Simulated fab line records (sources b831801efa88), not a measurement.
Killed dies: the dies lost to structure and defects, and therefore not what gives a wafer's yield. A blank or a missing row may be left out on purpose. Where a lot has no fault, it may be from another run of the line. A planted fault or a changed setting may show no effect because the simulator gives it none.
Comparing a struck lot with a sound one ; flow sky130 ; 44 steps out of a route of 708
Sound: the wafers L949.2, L949.3, L949.5. Struck: wafers L953.3, L953.5. (L953.2 of the same lot was not struck and is left out.) The cause comes at the end.
At each step with rows: each side's tool, then ch and its chambers, then its first start. Under that, the readings that differ: sound wafers ; struck wafers ; difference of the means ; sigmas: that difference in standard deviations of wafers without a fault.
alike: readings whose means differ by less than 2 such deviations, and words and numbers that are the same on both sides. not compared: withheld readings, readings that some wafer has no value for, bounds like >300 that may hide the same value, and numbers for which the record gives no deviation and whose values overlap.
Wherever a step has rows on one side only, a row that says differs or no value, or a row with sigmas, the two part there. Numbers that have no deviation but don't overlap get no sigmas and don't part them. Lack of a reading on every wafer of one side parts them only where that side has two or more wafers.

SKY_FIELD_ISO_THK_MEAS_02:
  sound on film metro-03 at day 4 04:38; struck on film metro-03 at day 5 02:29
  alike: FIELD_ISO_OXIDATION_00_THK
then, 1 step without rows for these wafers: SKY_FIELD_ISO_CVD_03 (deposits Si3N4 from DCS/NH3, target thk 165 nm, time 2830 s).
SKY_FIELD_ISO_THK_MEAS_04:
  sound on film metro-04 at day 4 06:29; struck on film metro-04 at day 5 04:20
  alike: FIELD_ISO_CVD_03_THK
then, 8 steps without rows for these wafers: SKY_FIELD_ISO_DEHYDRATE_05 (time 60 s); SKY_FIELD_ISO_HMDS_06 (prime time 60 s); SKY_FIELD_ISO_COAT_07 (resist thk 60 nm); SKY_FIELD_ISO_COAT_08 (resist thk 450 nm); SKY_FIELD_ISO_SOFTBAKE_09 (time 90 s); SKY_FIELD_ISO_EXPOSE_10 (exposes mask FOM, target cd 150 nm); SKY_FIELD_ISO_PEB_11; SKY_FIELD_ISO_DEVELOP_12 (develop time 60 s).
SKY_FIELD_ISO_CD_MEAS_13 targets a cd of 150 nm.
  sound on cd sem-01 at day 4 23:08; struck on cd sem-02 at day 5 22:47
  alike: cd nm
SKY_FIELD_ISO_ETCH_14: etches BARC in N2/H2, stops on SiO2, time 45.9 s, target depth 60 nm.
  sound on rie diel-04 ch 0,2, day 4 23:14; struck on rie diel-01 ch 2, day 5 22:53
reading;sound;struck;difference;sigmas
oes product au (a.u.);0.859 0.850 0.856;0.713 0.721;-0.138;-31
model.KrF-thick_of_FIELD_ISO_COAT_08.thk nm (nm);392.4 391.1 391.2;409.4 409.3;+17.8;
model.etch.depth nm (nm);59.8 59.97 60;41.96 42.3;-17.79;
model.FIELD_ISO.cd nm (nm);149.7 148.8 149.3;154.6 153.9;+5.0;
  alike: drypump motor current A, throttle valve pct
  not compared: rf hours counter h
SKY_FIELD_ISO_ETCH_15: etches the open film in CHF3/O2, stops on Si, target depth 180 nm, time 72 s.
  sound on rie diel-04 ch 0,2, day 4 23:16; struck on rie diel-01 ch 2, day 5 22:55
reading;sound;struck;difference;sigmas
oes product au (a.u.);0.944 0.949 0.947;0.369 0.371;-0.577;-80
throttle valve pct (%);8.845 8.854 8.845;8.667 8.665;-0.182;-20
model.KrF-thick_of_FIELD_ISO_COAT_08.thk nm (nm);237.2 235.9 236.7;253.6 253.7;+17.0;
  alike: drypump motor current A
  not compared: rf hours counter h
SKY_FIELD_ISO_STRIP_16: strips in O2/N2.
  sound on plasma asher-01 ch 1, day 4 23:20; struck on plasma asher-02 ch 0,1, day 5 22:59
reading;sound;struck;difference;sigmas
strip time to endpoint s (s);3.548 3.541 3.541;3.716 3.731;+0.180;+6
  alike: drypump motor current A, oes product au
  not compared: rf hours counter h
SKY_FIELD_ISO_ETCH_17: etches Si in HBr/Cl2/O2, target depth 342 nm, time 97.7 s.
  sound on rie si-02 ch 0,2,3, day 4 23:26; struck on rie si-02 ch 0,2, day 5 23:05
reading;sound;struck;difference;sigmas
model.FIELD_ISO.cd nm (nm);149.2 147.2 148.1;154.7 153.8;+6.1;
  alike: drypump motor current A, oes product au, throttle valve pct
  not compared: rf hours counter h
then, 5 steps without rows for these wafers: SKY_FIELD_ISO_WET_ETCH_18 (etches Si3N4 in H3PO4, target depth 25 nm, time 286 s); SKY_FIELD_ISO_CLEAN_19 (cleans in SC1/SC2, time 150 s); SKY_FIELD_ISO_CLEAN_20 (cleans in dHF, time 20 s); SKY_FIELD_ISO_WET_ETCH_21 (etches SiO2 in dHF, target depth 20 nm, time 400 s); SKY_FIELD_ISO_OXIDATION_22 (stabilise 600 s, purge 300 s, target thk 10 nm).
SKY_FIELD_ISO_THK_MEAS_23:
  sound on film metro-01 at day 5 03:05; struck on film metro-04 at day 6 00:41
  alike: FIELD_ISO_OXIDATION_01_THK
then, 1 step without rows for these wafers: SKY_FIELD_ISO_CVD_24 (deposits SiO2, target thk 595 nm, time 99.2 s).
SKY_FIELD_ISO_THK_MEAS_25:
  sound on film metro-04 at day 5 03:13; struck on film metro-03 at day 6 00:49
  alike: FIELD_ISO_CVD_24_THK
then, 1 step without rows for these wafers: SKY_FIELD_ISO_ANNEAL_26 (time 1800 s).
SKY_FIELD_ISO_CMP_27: polishes, stops on Si3N4, t overpolish 16 s, target thk 457.8 nm.
  sound on cmp-02 ch 1,2,3, day 5 05:59; struck on cmp-02 ch 2,3, day 6 03:34
  alike: motor current A, platen rpm
then, 5 steps without rows for these wafers: SKY_FIELD_ISO_WET_ETCH_28 (etches SiO2 in dHF, target depth 23.7 nm, time 47 s); SKY_FIELD_ISO_WET_ETCH_29 (etches Si3N4 in H3PO4, target depth 160 nm, time 1825 s); SKY_FIELD_ISO_WET_ETCH_30 (etches SiO2 in dHF, target depth 25 nm, time 50 s); SKY_NWELL_CLEAN_00 (cleans in SC1/SC2, time 150 s); SKY_NWELL_OXIDATION_01 (stabilise 600 s, purge 300 s, target thk 10 nm).
SKY_NWELL_THK_MEAS_02:
  sound on film metro-03 at day 5 08:31; struck on film metro-03 at day 6 06:07
  alike: NWELL_OXIDATION_THK
then, 8 steps without rows for these wafers: SKY_DNWELL_DEHYDRATE_00 (time 60 s); SKY_DNWELL_HMDS_01 (prime time 60 s); SKY_DNWELL_COAT_02 (resist thk 3000 nm); SKY_DNWELL_SOFTBAKE_03; SKY_DNWELL_EXPOSE_04 (exposes mask DNM, target cd 3000 nm); SKY_DNWELL_PEB_05; SKY_DNWELL_DEVELOP_06 (develop time 60 s); SKY_DNWELL_IMPLANT_07.
SKY_DNWELL_STRIP_08: strips in O2/N2.
  sound on plasma asher-03 ch 0,1, day 6 02:50; struck on plasma asher-04 ch 0,1, day 7 01:07
  alike: drypump motor current A, oes product au, strip time to endpoint s
  not compared: rf hours counter h
SKY_DNWELL_TW_MEAS_09:
  sound on film metro-04 at day 6 02:57; struck on film metro-04 at day 7 01:13
reading;sound;struck;difference;sigmas
DNWELL_TW;1117 1125 1118;1133 1134;+14;+2
SKY_PWDE_OVL_MEAS_07:
  sound on overlay-01 at day 6 21:56; struck on overlay-02 at day 7 21:02
reading;sound;struck;difference;sigmas
PWDE_OVL (nm);-1.4 -1.4 -0.5;- -;no value on the struck wafers;
SKY_NWELL_OVL_MEAS_10:
  sound on overlay-01 at day 7 16:23; struck on overlay-02 at day 8 18:28
reading;sound;struck;difference;sigmas
NWELL_00_OVL (nm);-1.6 -2.0 -2.7;- -;no value on the struck wafers;

WHERE THEY PART
Last at SKY_NWELL_OVL_MEAS_10 as far as this record goes, first at SKY_FIELD_ISO_ETCH_14.

WHY: whatever the simulator had introduced
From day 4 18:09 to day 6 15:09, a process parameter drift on rie diel-01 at SKY_FIELD_ISO_ETCH_14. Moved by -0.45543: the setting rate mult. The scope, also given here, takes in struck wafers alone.
